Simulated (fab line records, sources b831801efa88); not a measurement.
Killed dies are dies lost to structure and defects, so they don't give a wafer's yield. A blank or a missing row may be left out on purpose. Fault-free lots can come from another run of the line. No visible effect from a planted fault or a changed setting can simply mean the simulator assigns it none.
fab line records + flow sky130 + part 2 of 2: steps 33 to 45 of 45
record
- lots=5
- wafers=15
- last_day=51
route steps=708 shown VT_ADJUST_LVTN@107 VT_ADJUST_NCORE@119 VT_ADJUST_HVTR@131 VT_ADJUST_PCH@143
lots that met no fault: taken from a fault-free run of the same line
start_h: the number of hours between the record's first day and the start of the first shown wafer of the lot + wait_h: hours elapsed since this lot's preceding step + " identical to the entry in the row above + L1.1+2: a row that stands for several wafers + - no value, or no start was given + * or withheld: withheld + < > ~ a bound
route shown NAME@n: names a module that has steps shown in the file, with the first one's number in the route + usual: mean and standard deviation over wafers with no fault + same: alike in all rows + chamber/n: place in a boat + sites: the reading at each site + _std_site: the values' standard deviation + _edge_site: inner sites' mean taken away from outer sites' mean + radius_mm: for every site, how far away it sits from the centre of the wafer + mask NAME#n: copy n + behind: tool/chamber where the wafer was last shaped + hold: the reason the lot was held/the length of the hold in hours/how it ended + device: the transistor (n, p or np) that didn't switch + end of line: the tests these same wafers got at the end of their route + for a step that has no rows: nothing shown but its recipe + killed: dies lost to structure and defects at the first sort, not the wafer's yield + map: shows each die of a wafer: x if killed, . if not, _ if none is there
set.NAME: the setting that was run; set.NAME@STEP: the one run at that earlier step + model.NAME: the simulator's own value behind a step, which no gauge read
certain route steps with their lots: each step a table, each wafer a row
services: a tool's chamber out of use, with start hour (start_h, from the record's first day; less than 0 if before it), hours out, and reason
## steps
# step SKY_VT_ADJUST_HVTR_OVL_MEAS_08
# usual
- VT_ADJUST_HVTR_OVL=0.2/1.2
| lot.wafer | tool       | chamber | start_h | wait_h | VT_ADJUST_HVTR_OVL[nm] |
|-----------|------------|---------|---------|--------|------------------------|
| L074.2    | overlay-01 | -       | 213.09  | 0.1    | 1.0                    |
| L074.4    | "          | -       | "       | "      | 0.1                    |
| L074.5    | "          | -       | "       | "      | 0.1                    |
| L075.2    | overlay-02 | -       | 219.74  | 0.1    | 2.5                    |
| L075.3    | "          | -       | "       | "      | 1.4                    |
| L075.6    | "          | -       | "       | "      | 2.1                    |
| L080.1    | overlay-02 | -       | 254.00  | 0.1    | -0.5                   |
| L080.5    | "          | -       | "       | "      | -1.4                   |
| L080.6    | "          | -       | "       | "      | -0.2                   |
| L091.1    | overlay-02 | -       | 343.23  | 0.1    | 1.8                    |
| L091.5    | "          | -       | "       | "      | 0.6                    |
| L091.6    | "          | -       | "       | "      | 1.3                    |
| L092.2    | overlay-01 | -       | 346.53  | 0.1    | 1.1                    |
| L092.4    | "          | -       | "       | "      | 0.8                    |
| L092.5    | "          | -       | "       | "      | 0.0                    |
# step SKY_VT_ADJUST_HVTR_IMPLANT_09
# recipe
- species=B
- energy_kev=10
- dose_cm2=2.1e+12
- tilt_deg=withheld
| lot.wafer  | tool         | chamber | start_h | wait_h |
|------------|--------------|---------|---------|--------|
| L074.2+4+5 | implanter-02 | 0       | 213.15  | 0.0    |
| L075.2+3+6 | implanter-01 | 0       | 219.80  | 0.0    |
| L080.1+5+6 | implanter-04 | 0       | 254.04  | 0.0    |
| L091.1+5+6 | implanter-02 | 0       | 343.27  | 0.0    |
| L092.2+4+5 | implanter-04 | 0       | 346.58  | 0.0    |
# step SKY_VT_ADJUST_HVTR_STRIP_10
# recipe
- chemistry=O2/N2
- power_w=1400
- pressure_mtorr=1500
- platen_temp_c=withheld
- o2_flow_sccm=3000
- n2_flow_sccm=300
- overash_fraction=0.5
# usual
- drypump_motor_current_A=5.8/0.54
- oes_product_au=0.715/0.0045
- strip_time_to_endpoint_s=14.17/0.032
| lot.wafer | tool            | chamber | start_h | wait_h | drypump_motor_current_A | oes_product_au | rf_hours_counter_h | strip_time_to_endpoint_s |
|-----------|-----------------|---------|---------|--------|-------------------------|----------------|--------------------|--------------------------|
| L074.2    | plasma_asher-02 | 1       | 213.27  | 0.1    | 4.7                     | 0.716          | 55                 | 14.13                    |
| L074.4    | "               | 0       | "       | "      | 6.2                     | 0.710          | -                  | 14.20                    |
| L074.5    | "               | 0       | "       | "      | 6.2                     | 0.715          | -                  | 14.20                    |
| L075.2    | plasma_asher-04 | 0       | 219.92  | 0.1    | 5.9                     | 0.716          | 34                 | 14.19                    |
| L075.3    | "               | 1       | "       | "      | 6.4                     | 0.718          | -                  | 14.13                    |
| L075.6    | "               | 1       | "       | "      | 6.5                     | 0.718          | -                  | 14.18                    |
| L080.1    | plasma_asher-04 | 0       | 254.19  | 0.1    | 5.9                     | 0.714          | 38                 | 14.23                    |
| L080.5    | "               | 0       | "       | "      | 5.9                     | 0.714          | -                  | 14.20                    |
| L080.6    | "               | 1       | "       | "      | 6.5                     | 0.713          | -                  | 14.20                    |
| L091.1    | plasma_asher-02 | 1       | 343.42  | 0.1    | 4.7                     | 0.710          | 68                 | 14.16                    |
| L091.5    | "               | 1       | "       | "      | 4.7                     | 0.713          | -                  | 14.17                    |
| L091.6    | "               | 0       | "       | "      | 6.2                     | 0.707          | -                  | 14.16                    |
| L092.2    | plasma_asher-04 | 1       | 346.71  | 0.1    | 6.5                     | 0.715          | 47                 | 14.21                    |
| L092.4    | "               | 1       | "       | "      | 6.5                     | 0.717          | -                  | 14.21                    |
| L092.5    | "               | 0       | "       | "      | 5.9                     | 0.714          | -                  | 14.18                    |
# step SKY_VT_ADJUST_HVTR_TW_MEAS_11
# usual
- VT_ADJUST_HVTR_TW=210.9/2.5
| lot.wafer | tool          | chamber | start_h | wait_h | VT_ADJUST_HVTR_TW |
|-----------|---------------|---------|---------|--------|-------------------|
| L074.2    | film_metro-04 | -       | 213.38  | 0.1    | 214.6             |
| L074.4    | "             | -       | "       | "      | 215.4             |
| L074.5    | "             | -       | "       | "      | 215.0             |
| L075.2    | film_metro-04 | -       | 220.03  | 0.1    | 215.3             |
| L075.3    | "             | -       | "       | "      | 215.0             |
| L075.6    | "             | -       | "       | "      | 216.6             |
| L080.1    | film_metro-03 | -       | 254.29  | 0.1    | 207.9             |
| L080.5    | "             | -       | "       | "      | 208.2             |
| L080.6    | "             | -       | "       | "      | 208.2             |
| L091.1    | film_metro-03 | -       | 343.52  | 0.1    | 207.6             |
| L091.5    | "             | -       | "       | "      | 208.3             |
| L091.6    | "             | -       | "       | "      | 206.5             |
| L092.2    | film_metro-01 | -       | 346.82  | 0.1    | 210.6             |
| L092.4    | "             | -       | "       | "      | 210.8             |
| L092.5    | "             | -       | "       | "      | 210.9             |
# step SKY_VT_ADJUST_PCH_DEHYDRATE_00
# recipe
- temp_c=200
- time_s=60
| lot.wafer  | tool           | chamber | start_h | wait_h |
|------------|----------------|---------|---------|--------|
| L074.2+4+5 | litho_track-04 | 0       | 224.16  | 10.8   |
| L075.2+3+6 | litho_track-03 | 0       | 230.89  | 10.8   |
| L080.1+5+6 | litho_track-03 | 0       | 266.26  | 12.0   |
| L091.1+5+6 | litho_track-04 | 0       | 358.38  | 14.9   |
| L092.2+4+5 | litho_track-01 | 0       | 361.42  | 14.6   |
# step SKY_VT_ADJUST_PCH_HMDS_01
# recipe
- prime_time_s=60
- prime_temp_c=120
| lot.wafer  | tool           | chamber | start_h | wait_h |
|------------|----------------|---------|---------|--------|
| L074.2+4+5 | litho_track-04 | 0       | 224.31  | 0.1    |
| L075.2+3+6 | litho_track-03 | 0       | 231.04  | 0.1    |
| L080.1+5+6 | litho_track-03 | 0       | 266.41  | 0.1    |
| L091.1+5+6 | litho_track-04 | 0       | 358.53  | 0.1    |
| L092.2+4+5 | litho_track-01 | 0       | 361.57  | 0.1    |
# step SKY_VT_ADJUST_PCH_COAT_02
# recipe
- spin_rpm=2000
- resist_thk_nm=3000
| lot.wafer  | tool           | chamber | start_h | wait_h |
|------------|----------------|---------|---------|--------|
| L074.2+4+5 | litho_track-04 | 0       | 224.46  | 0.1    |
| L075.2+3+6 | litho_track-03 | 0       | 231.19  | 0.1    |
| L080.1+5+6 | litho_track-03 | 0       | 266.56  | 0.1    |
| L091.1+5+6 | litho_track-04 | 0       | 358.68  | 0.1    |
| L092.2+4+5 | litho_track-01 | 0       | 361.72  | 0.1    |
# step SKY_VT_ADJUST_PCH_SOFTBAKE_03
# recipe
- temp_c=110
- time_s=withheld
| lot.wafer  | tool           | chamber | start_h | wait_h |
|------------|----------------|---------|---------|--------|
| L074.2+4+5 | litho_track-04 | 0       | 224.62  | 0.1    |
| L075.2+3+6 | litho_track-03 | 0       | 231.35  | 0.1    |
| L080.1+5+6 | litho_track-03 | 0       | 266.71  | 0.1    |
| L091.1+5+6 | litho_track-04 | 0       | 358.83  | 0.1    |
| L092.2+4+5 | litho_track-01 | 0       | 361.88  | 0.1    |
# step SKY_VT_ADJUST_PCH_EXPOSE_04
# recipe
- mask_id=NWM
- na=0.6
- source_shape=conventional
- sigma_outer=0.6
- polarization=unpolarized
- target_cd_nm=840
- dose_mj=255
# usual
- exposure_dose_mJ_cm2=255.02/0.21
- focus_offset_nm=0.0/0.53
| lot.wafer | tool             | chamber | start_h | wait_h | mask  | exposure_dose_mJ_cm2 | focus_offset_nm |
|-----------|------------------|---------|---------|--------|-------|----------------------|-----------------|
| L074.2    | iline_stepper-02 | 0       | -       | -      | NWM#0 | 254.93               | -0.5            |
| L074.4    | "                | 0       | "       | "      | NWM#0 | 255.12               | -0.7            |
| L074.5    | "                | 0       | "       | "      | NWM#0 | 255.12               | -0.5            |
| L075.2    | iline_stepper-01 | 0       | -       | -      | NWM#0 | 254.38               | 0.3             |
| L075.3    | "                | 0       | "       | "      | NWM#0 | 254.96               | 0.1             |
| L075.6    | "                | 0       | "       | "      | NWM#0 | 255.01               | -0.3            |
| L080.1    | iline_stepper-02 | 0       | -       | -      | NWM#0 | 254.60               | -0.4            |
| L080.5    | "                | 0       | "       | "      | NWM#0 | 254.79               | 0.1             |
| L080.6    | "                | 0       | "       | "      | NWM#0 | 255.05               | -0.1            |
| L091.1    | iline_stepper-02 | 0       | -       | -      | NWM#0 | 254.98               | 0.8             |
| L091.5    | "                | 0       | "       | "      | NWM#0 | 255.41               | 1.5             |
| L091.6    | "                | 0       | "       | "      | NWM#0 | 255.45               | 0.3             |
| L092.2    | iline_stepper-01 | 0       | -       | -      | NWM#0 | 255.05               | 0.2             |
| L092.4    | "                | 0       | "       | "      | NWM#0 | 255.17               | 0.3             |
| L092.5    | "                | 0       | "       | "      | NWM#0 | 255.17               | 0.2             |
# step SKY_VT_ADJUST_PCH_PEB_05
# recipe
- temp_c=115
- time_s=withheld
| lot.wafer  | tool           | chamber | start_h | wait_h |
|------------|----------------|---------|---------|--------|
| L074.2+4+5 | litho_track-03 | 0       | -       | -      |
| L075.2+3+6 | litho_track-04 | 0       | -       | -      |
| L080.1+5+6 | litho_track-04 | 0       | -       | -      |
| L091.1+5+6 | litho_track-03 | 0       | -       | -      |
| L092.2+4+5 | litho_track-03 | 0       | -       | -      |
# step SKY_VT_ADJUST_PCH_DEVELOP_06
# recipe
- wall_angle_deg=90
- developer=TMAH
- develop_time_s=60
- dev_temp_c=23
| lot.wafer  | tool           | chamber | start_h | wait_h |
|------------|----------------|---------|---------|--------|
| L074.2+4+5 | litho_track-03 | 0       | -       | -      |
| L075.2+3+6 | litho_track-04 | 0       | -       | -      |
| L080.1+5+6 | litho_track-04 | 0       | -       | -      |
| L091.1+5+6 | litho_track-03 | 0       | -       | -      |
| L092.2+4+5 | litho_track-03 | 0       | -       | -      |
# step SKY_VT_ADJUST_PCH_OVL_MEAS_07
# usual
- VT_ADJUST_PCH_OVL=-0.2/1.4
| lot.wafer | tool       | chamber | start_h | wait_h | VT_ADJUST_PCH_OVL[nm] |
|-----------|------------|---------|---------|--------|-----------------------|
| L074.2    | overlay-01 | -       | 236.52  | -      | 0.4                   |
| L074.4    | "          | -       | "       | "      | 1.0                   |
| L074.5    | "          | -       | "       | "      | -0.2                  |
| L075.2    | overlay-01 | -       | 243.29  | -      | -0.5                  |
| L075.3    | "          | -       | "       | "      | -1.5                  |
| L075.6    | "          | -       | "       | "      | 0.4                   |
| L080.1    | overlay-02 | -       | 279.78  | -      | 0.8                   |
| L080.5    | "          | -       | "       | "      | 0.1                   |
| L080.6    | "          | -       | "       | "      | -1.9                  |
| L091.1    | overlay-01 | -       | 373.96  | -      | -1.5                  |
| L091.5    | "          | -       | "       | "      | -2.7                  |
| L091.6    | "          | -       | "       | "      | -0.9                  |
| L092.2    | overlay-01 | -       | 376.87  | -      | -1.1                  |
| L092.4    | "          | -       | "       | "      | -1.5                  |
| L092.5    | "          | -       | "       | "      | -0.2                  |
# step SKY_VT_ADJUST_PCH_IMPLANT_08
# recipe
- species=B
- energy_kev=10
- dose_cm2=5e+11
- tilt_deg=withheld
| lot.wafer  | tool         | chamber | start_h | wait_h |
|------------|--------------|---------|---------|--------|
| L074.2+4+5 | implanter-03 | 0       | 236.58  | 0.0    |
| L075.2+3+6 | implanter-01 | 0       | 243.34  | 0.0    |
| L080.1+5+6 | implanter-01 | 0       | 279.82  | 0.0    |
| L091.1+5+6 | implanter-01 | 0       | 374.00  | 0.0    |
| L092.2+4+5 | implanter-01 | 0       | 376.92  | 0.0    |
## services
| tool             | chamber | start_h | hours | kind                      |
|------------------|---------|---------|-------|---------------------------|
| implanter-02     | -       | 136.86  | 3.4   | repair                    |
| litho_track-02   | -       | 152.09  | -     | consumable_replace:filter |
| plasma_asher-04  | -       | 157.23  | 10.0  | pm                        |
| implanter-01     | -       | 160.28  | 3.6   | repair                    |
| iline_stepper-01 | -       | 161.32  | 1.7   | pm                        |
| plasma_asher-04  | -       | 167.23  | 3.3   | pm                        |
| plasma_asher-03  | -       | 182.87  | 28.1  | pm                        |
| plasma_asher-02  | -       | 187.87  | 1.0   | repair                    |
| iline_stepper-02 | -       | 203.83  | 0.6   | repair                    |
| iline_stepper-01 | 0       | 231.99  | -     | calibration               |
| iline_stepper-02 | -       | 259.17  | 4.7   | repair                    |
| implanter-01     | -       | 259.71  | 4.1   | pm                        |
| implanter-02     | -       | 275.43  | 17.3  | repair                    |
| implanter-03     | -       | 277.05  | 3.2   | repair                    |
| iline_stepper-02 | -       | 279.03  | 2.1   | pm                        |
| iline_stepper-02 | -       | 281.12  | -     | consumable_replace:lamp   |
| plasma_asher-03  | -       | 285.26  | 1.2   | repair                    |
| iline_stepper-02 | 0       | 298.78  | -     | calibration               |
| plasma_asher-04  | -       | 300.29  | 2.8   | pm                        |
| iline_stepper-02 | -       | 307.64  | 1.7   | pm                        |
| implanter-01     | -       | 319.52  | 4.9   | pm                        |
| implanter-01     | -       | 348.33  | 1.7   | repair                    |
| plasma_asher-02  | -       | 354.37  | 0.5   | repair                    |
